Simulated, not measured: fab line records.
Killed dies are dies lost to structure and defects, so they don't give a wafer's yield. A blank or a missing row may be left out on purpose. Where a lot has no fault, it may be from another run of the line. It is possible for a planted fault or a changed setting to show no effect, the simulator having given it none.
Comparing a struck lot with a sound one    flow gf180mcu    36 steps out of a route of 602
Sound: the wafers L884.1, L884.4, L884.5. Struck: wafers L898.4, L898.5. (L898.6 of the same lot was not struck and is left out.) The cause comes at the end.
Each step with rows lists, per side, the tool, then ch with its chambers, then its first start. Under that, the readings that differ: sound wafers    struck wafers    difference of the means    sigmas: that difference in standard deviations of wafers without a fault.
alike: readings with means less than 2 such deviations apart, plus words and numbers identical on both sides. not compared: withheld readings, readings lacking a value on some wafer, bounds such as >300 that could conceal the same value, and numbers that have no deviation in the record and whose values overlap.
The two part at a step that has a row with sigmas, a row that says differs or no value, or rows on one side only. Numbers that don't overlap but have no deviation are shown without sigmas and don't part them. Lack of a reading on every wafer of one side parts them only where that side has two or more wafers.

first, 2 steps without rows for these wafers: GF_M1_PEB_12 (peb time 90 s); GF_M1_DEVELOP_13 (develop time 60 s).
GF_M1_CD_MEAS_14: the cd target is 230 nm.
  struck on cd_sem-01, day 22 16:21; sound on cd_sem-01, day 17 16:17
  alike: cd_nm
GF_M1_OVL_MEAS_15:
  struck on overlay-02, day 22 16:26; sound on overlay-02, day 17 16:25
  alike: M1_OVL
GF_M1_METAL_ETCH_16: etches the open film in Cl2/BCl3, stops on SiO2, target depth 750.8 nm, time 125.1 s.
  sound on rie_metal-01 ch 0,1, day 17 16:26; struck on rie_metal-01 ch 1, day 22 16:35
  alike: bcl3_flow_sccm, drypump_motor_current_A, mfc_cl2_sccm, oes_product_au, throttle_valve_pct
  not compared: rf_hours_counter_h
GF_M1_STRIP_17: strips in O2/N2.
  sound on plasma_asher-02 ch 0,1, day 17 16:34; struck on plasma_asher-02 ch 0, day 22 16:44
  alike: drypump_motor_current_A, heater_power_w, oes_product_au, strip_time_to_endpoint_s
  not compared: rf_hours_counter_h
then, 3 steps without rows for these wafers: GF_M1_STRIP_18 (strips in post etch residue remover, time 1200 s); GF_M1_CLEAN_19 (cleans in DIW); GF_V1_CVD_00 (deposits SiO2, target thk 600 nm, time 100 s).
GF_V1_THK_MEAS_01:
  struck on film_metro-03, day 22 17:20; sound on film_metro-01, day 17 17:11
  alike: V1_CVD_00_THK
then, 1 step without rows for these wafers: GF_V1_CVD_02 (deposits SiO2 from TEOS, target thk 850 nm, time 94.851 s).
GF_V1_THK_MEAS_03:
  struck on film_metro-01, day 22 17:28; sound on film_metro-03, day 17 17:19
  alike: V1_CVD_02_THK
GF_V1_CMP_04: polishes SiO2.
  sound on cmp-02 ch 1,2, day 17 17:22; struck on cmp-01 ch 1,3, day 22 17:39
reading                              sound              struck       difference  sigmas
time_to_endpoint_s (s)               81 82 81           109 118      +32         +5
model.SiO2_of_V1_CVD_02.thk_nm (nm)  633.1 631.3 632.1  567.4 571.2  -62.9       
  alike: motor_current_A, platen_rpm, retaining_ring_pressure_frac
GF_V1_BOW_MEAS_05:
  struck on film_metro-03, day 22 17:52; sound on film_metro-01, day 17 17:40
  alike: V1_BOW
then, 8 steps without rows for these wafers: GF_V1_DEHYDRATE_06 (time 60 s); GF_V1_HMDS_07 (prime time 60 s); GF_V1_COAT_08; GF_V1_COAT_09 (resist thk 1000 nm); GF_V1_SOFTBAKE_10 (time 60 s); GF_V1_EXPOSE_11 (exposes mask Via1, target cd 260 nm); GF_V1_PEB_12 (peb time 90 s); GF_V1_DEVELOP_13 (develop time 60 s).
GF_V1_CD_MEAS_14: the cd target is 260 nm.
  struck on cd_sem-02, day 23 16:44; sound on cd_sem-02, day 18 15:52
  alike: cd_nm
GF_V1_OVL_MEAS_15:
  struck on overlay-01, day 23 16:49; sound on overlay-02, day 18 15:59
  alike: V1_OVL
GF_V1_ETCH_16: etches BARC in N2/H2.
  sound on rie_diel-04 ch 1,2,3, day 18 16:01; struck on rie_diel-02 ch 0,2, day 23 16:50
  alike: drypump_motor_current_A, oes_product_au, throttle_valve_pct
GF_V1_ETCH_17: etches SiO2 in C4F8/O2/Ar, stops on TiN, target depth 630 nm.
  sound: rie_diel-04 ch 1,2,3; struck: rie_diel-02 ch 0,2
reading                         sound              struck       difference  sigmas
oes_product_au (a.u.)           0.857 0.864 0.849  0.814 0.822  -0.039      -8
model.etch.depth_nm (nm)        633.1 631.3 632.1  567.4 571.2  -62.9       
model.V1.feature_depth_nm (nm)  633.1 631.3 632.1  567.4 571.2  -62.9       
then, 5 steps without rows for these wafers: GF_V1_STRIP_18 (strips in O2/N2); GF_V1_STRIP_19 (strips in post etch residue remover, time 1200 s); GF_V1_CLEAN_20 (cleans in DIW); GF_V1_SPUTTER_21 (material Ti, target thk 15 nm, time 80.02 s); GF_V1_SPUTTER_22 (material TiN, target thk 10 nm, time 40 s).
GF_V1_CVD_23: deposits W, target thk 350 nm, time 105.05 s.
  sound on cvd_w-01 ch 0,1, day 18 16:47; struck on cvd_w-02 ch 0,1, day 23 17:40
  alike: chamber_pressure_Torr, heater_power_w
GF_V1_RS_MEAS_24: the measuring method here is four-point-probe.
  struck on film_metro-04, day 23 17:49; sound on film_metro-03, day 18 16:53
reading           sound              struck       difference  sigmas
V1_W_RS (ohm/sq)  0.335 0.333 0.333  0.323 0.324  -0.010      -3
GF_V1_THK_MEAS_25: measures by xrf.
  struck on film_metro-04, day 23 17:54; sound on film_metro-03, day 18 17:01
reading        sound        struck   difference  sigmas
V1_W_THK (nm)  333 337 339  352 349  +14         +3
GF_V1_CMP_26: polishes, stops on SiO2, t overpolish 15 s, target thk 0 nm.
  sound on cmp-01 ch 2,3, day 18 17:07; struck on cmp-01 ch 2,3, day 23 18:05
reading                              sound              struck       difference  sigmas
retaining_ring_pressure_frac         1.010 1.004 1.008  0.996 0.999  -0.010      -2
model.SiO2_of_V1_CVD_02.thk_nm (nm)  629.4 627.5 628.3  563.7 567.5  -62.8       
  alike: motor_current_A, platen_rpm
GF_M2_SPUTTER_00: material Ti, target thk 37.5 nm, time 150 s.
  struck on pvd_sputter-01, day 23 18:14; sound on pvd_sputter-02, day 18 17:22
  alike: throttle_valve_pct

WHERE THEY PART
First at GF_V1_CMP_04; last, within this record, at GF_V1_CMP_26. Later steps at which nothing parts them and some readings are alike: GF_M2_SPUTTER_00.

WHY: what the simulator had put in
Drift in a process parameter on cmp-01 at GF_V1_CMP_04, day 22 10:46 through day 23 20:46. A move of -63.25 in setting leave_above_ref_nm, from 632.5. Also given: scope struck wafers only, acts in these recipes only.
